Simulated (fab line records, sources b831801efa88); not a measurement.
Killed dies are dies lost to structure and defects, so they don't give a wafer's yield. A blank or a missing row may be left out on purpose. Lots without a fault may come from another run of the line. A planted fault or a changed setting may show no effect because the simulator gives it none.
A struck lot beside a sound one | flow sky130 | 44 steps out of a route of 708
Sound: wafers L818.1, L818.2, L818.6. Struck: wafers L827.3, L827.5. (L827.6 of the same lot was not struck and is left out.) The cause comes at the end.
At each step with rows: each side's tool, then ch and its chambers, then its first start. Under that, the readings that differ: sound wafers | struck wafers | difference of the means | sigmas: that difference in standard deviations of wafers without a fault.
alike: readings whose means differ by less than 2 such deviations, and words and numbers that are the same on both sides. not compared: withheld readings, readings that some wafer has no value for, bounds like >300 that may hide the same value, and numbers for which the record gives no deviation and whose values overlap.
The two part at a step that has a row with sigmas, a row that says differs or no value, or rows on one side only. Numbers that don't overlap but have no deviation are shown without sigmas and don't part them. A reading that every wafer of one side lacks parts them only if that side has two wafers or more.

first, 1 step without rows for these wafers: SKY_METAL2_DEVELOP_14 (develop time 60 s).
SKY_METAL2_CD_MEAS_15: target cd 140 nm.
  sound on cd_sem-01, day 35 18:55; struck on cd_sem-02, day 38 10:10
  alike: cd_nm
SKY_METAL2_OVL_MEAS_16:
  sound on overlay-02, day 35 19:02; struck on overlay-02, day 38 10:15
  alike: METAL2_OVL
then, 3 steps without rows for these wafers: SKY_METAL2_DESCUM_17 (chemistry O2, time 8 s); SKY_METAL2_ETCH_18 (etches BARC in N2/H2, stops on SiO2, time 45.9 s, target depth 60 nm); SKY_METAL2_METAL_ETCH_19 (etches the open film in Cl2/BCl3, stops on SiO2, target depth 360 nm, time 78 s).
SKY_METAL2_STRIP_20: strips in O2/N2.
  sound on plasma_asher-03 ch 0,1, day 35 19:16; struck on plasma_asher-01 ch 0, day 38 10:29
  reading                     | sound       | struck  | difference | sigmas
  drypump_motor_current_A (A) | 5.9 6.0 6.0 | 4.8 4.8 | -1.2       | -3
  alike: chamber_pressure_mTorr, oes_product_au, strip_time_to_endpoint_s
  not compared: rf_hours_counter_h
then, 4 steps without rows for these wafers: SKY_METAL2_STRIP_21 (strips in post etch residue remover, time 1200 s); SKY_METAL2_CLEAN_22 (cleans in IPA, time 180 s); SKY_METAL2_CLEAN_23 (cleans in O3/DIW); SKY_VIA2_HDPCVD_00 (deposits SiO2, target thk 1180 nm, time 196.7 s).
SKY_VIA2_THK_MEAS_01:
  sound on film_metro-04, day 35 19:59; struck on film_metro-03, day 38 11:12
  alike: VIA2_HDPCVD_THK
SKY_VIA2_CMP_02: polishes SiO2.
  sound on cmp-02 ch 0,3, day 35 20:02; struck on cmp-02 ch 1,2, day 38 11:17
  reading                                  | sound             | struck      | difference | sigmas
  model.SiO2_of_VIA2_HDPCVD_00.thk_nm (nm) | 495.3 495.3 495.6 | 445.8 445.9 | -49.6      |
  alike: head_pressure_psi, motor_current_A, platen_rpm
SKY_VIA2_BOW_MEAS_03:
  sound on film_metro-03, day 35 20:20; struck on film_metro-03, day 38 11:35
  alike: VIA2_BOW
then, 8 steps without rows for these wafers: SKY_VIA2_DEHYDRATE_04 (time 60 s); SKY_VIA2_HMDS_05 (prime time 60 s); SKY_VIA2_COAT_06 (resist thk 60 nm); SKY_VIA2_COAT_07 (resist thk 450 nm); SKY_VIA2_SOFTBAKE_08 (time 90 s); SKY_VIA2_EXPOSE_09 (exposes mask VIM2, target cd 200 nm); SKY_VIA2_PEB_10; SKY_VIA2_DEVELOP_11 (develop time 60 s).
SKY_VIA2_CD_MEAS_12: target cd 200 nm.
  sound on cd_sem-01, day 36 22:27; struck on cd_sem-02, day 39 13:01
  alike: cd_nm
SKY_VIA2_OVL_MEAS_13:
  sound on overlay-02, day 36 22:34; struck on overlay-01, day 39 13:06
  alike: VIA2_OVL
then, 1 step without rows for these wafers: SKY_VIA2_ETCH_14 (etches BARC in N2/H2, stops on SiO2, time 45.9 s, target depth 60 nm).
SKY_VIA2_ETCH_15: etches SiO2 in C4F8/O2/Ar, stops on TiN, target depth 546 nm, time 84 s.
  sound on rie_diel-03 ch 0,1, day 36 22:39; struck on rie_diel-03 ch 0, day 39 13:10
  reading                          | sound             | struck      | difference | sigmas
  oes_product_au (a.u.)            | 0.941 0.937 0.940 | 0.877 0.879 | -0.061     | -15
  model.etch.depth_nm (nm)         | 495.3 495.3 495.6 | 445.8 445.9 | -49.6      |
  model.VIA2.feature_depth_nm (nm) | 495.3 495.3 495.6 | 445.8 445.9 | -49.6      |
  alike: chamber_pressure_mTorr, rf_fwd_power_W
then, 4 steps without rows for these wafers: SKY_VIA2_STRIP_16 (strips in O2/N2); SKY_VIA2_STRIP_17 (strips in post etch residue remover, time 1200 s); SKY_VIA2_CLEAN_18 (cleans in IPA, time 180 s); SKY_VIA2_CLEAN_19 (cleans in O3/DIW).
SKY_VIA2_SPUTTER_20: material TiN, target thk 20 nm, time 80 s.
  sound on pvd_sputter-02, day 36 23:19; struck on pvd_sputter-02, day 39 13:52
  alike: chamber_pressure_pa, throttle_valve_pct
SKY_VIA2_CVD_21: deposits W, target thk 420 nm, time 126.4 s.
  sound on cvd_w-01 ch 0,1, day 36 23:22; struck on cvd_w-01 ch 0,1, day 39 13:58
  alike: chamber_pressure_Torr, heater_power_w
SKY_VIA2_RS_MEAS_22: measures by four-point-probe.
  sound on film_metro-04, day 36 23:30; struck on film_metro-02, day 39 14:05
  alike: VIA2_W_RS
SKY_VIA2_THK_MEAS_23: measures by xrf.
  sound on film_metro-04, day 36 23:37; struck on film_metro-02, day 39 14:11
  alike: VIA2_W_THK
then, 1 step without rows for these wafers: SKY_VIA2_CMP_24 (polishes, stops on SiO2, t overpolish 20 s, target thk 0 nm).
SKY_METAL3_SPUTTER_00: material Ti, target thk 15 nm, time 10 s.
  sound on pvd_sputter-01, day 36 23:59; struck on pvd_sputter-01, day 39 14:32
  alike: chamber_pressure_pa, throttle_valve_pct
SKY_METAL3_SPUTTER_01: material TiN, target thk 20 nm, time 16.7 s.
  sound on pvd_sputter-01, day 37 00:00; struck on pvd_sputter-01, day 39 14:34
  alike: chamber_pressure_pa, throttle_valve_pct
then, 4 steps without rows for these wafers: SKY_METAL3_SPUTTER_02 (material AlCu, target thk 735 nm, time 39.1 s); SKY_METAL3_SPUTTER_03 (material Ti, target thk 5 nm, time 3.3 s); SKY_METAL3_SPUTTER_04 (material TiN, target thk 70 nm, time 58.3 s); SKY_CAPM_CVD_00 (deposits SiO2, target thk 15.5 nm).
SKY_CAPM_THK_MEAS_01:
  sound on film_metro-01, day 37 00:10; struck on film_metro-04, day 39 14:44
  alike: CAPM_CVD_00_THK
-- the record jumps here: 2 days lie between the struck wafers' starts before and after (it left off in module CAPM and takes up again in module METAL3, whose first step shown is number 532 of the route) --
SKY_METAL3_METAL_ETCH_18: etches the open film in Cl2/BCl3, stops on SiO2, target depth 845 nm, time 183.1 s.
  sound on rie_metal-02 ch 0,1, day 39 04:16; struck on rie_metal-02 ch 1, day 41 16:44
  reading                                  | sound             | struck      | difference | sigmas
  model.SiO2_of_VIA2_HDPCVD_00.thk_nm (nm) | 464.9 465.4 465.5 | 416.1 416.2 | -49.1      |
  alike: chamber_pressure_mTorr, drypump_motor_current_A, oes_product_au, rf_fwd_power_W, throttle_valve_pct
  not compared: rf_hours_counter_h
-- the record jumps here: 7 days lie between the struck wafers' starts before and after (it left off in module METAL3 and takes up again in module PAD_OPEN, whose first step shown is number 708 of the route) --
SKY_PAD_OPEN_PROBE_99:
  sound on prober-01, day 46 07:54; struck on prober-02, day 48 08:52
  alike: defect_limited_yield, killed_at_M0_to_M3, killed_at_M4_up, killed_at_contacts, killed_at_front_end, killed_at_other, killed_dies, killed_on_rim, killed_open, killed_short, sort_bin_3_pad_short, sort_bin_5_function, sort_bin_6_memory, sort_n_pass, sort_yield_pct

WHERE THEY PART
First at SKY_METAL2_STRIP_20; last, within this record, at SKY_VIA2_ETCH_15. Later steps at which nothing parts them and some readings are alike: SKY_VIA2_SPUTTER_20, SKY_VIA2_CVD_21, SKY_VIA2_RS_MEAS_22, SKY_VIA2_THK_MEAS_23, SKY_METAL3_SPUTTER_00, SKY_METAL3_SPUTTER_01, SKY_CAPM_THK_MEAS_01, SKY_METAL3_METAL_ETCH_18, SKY_PAD_OPEN_PROBE_99.

WHY: what the simulator had put in
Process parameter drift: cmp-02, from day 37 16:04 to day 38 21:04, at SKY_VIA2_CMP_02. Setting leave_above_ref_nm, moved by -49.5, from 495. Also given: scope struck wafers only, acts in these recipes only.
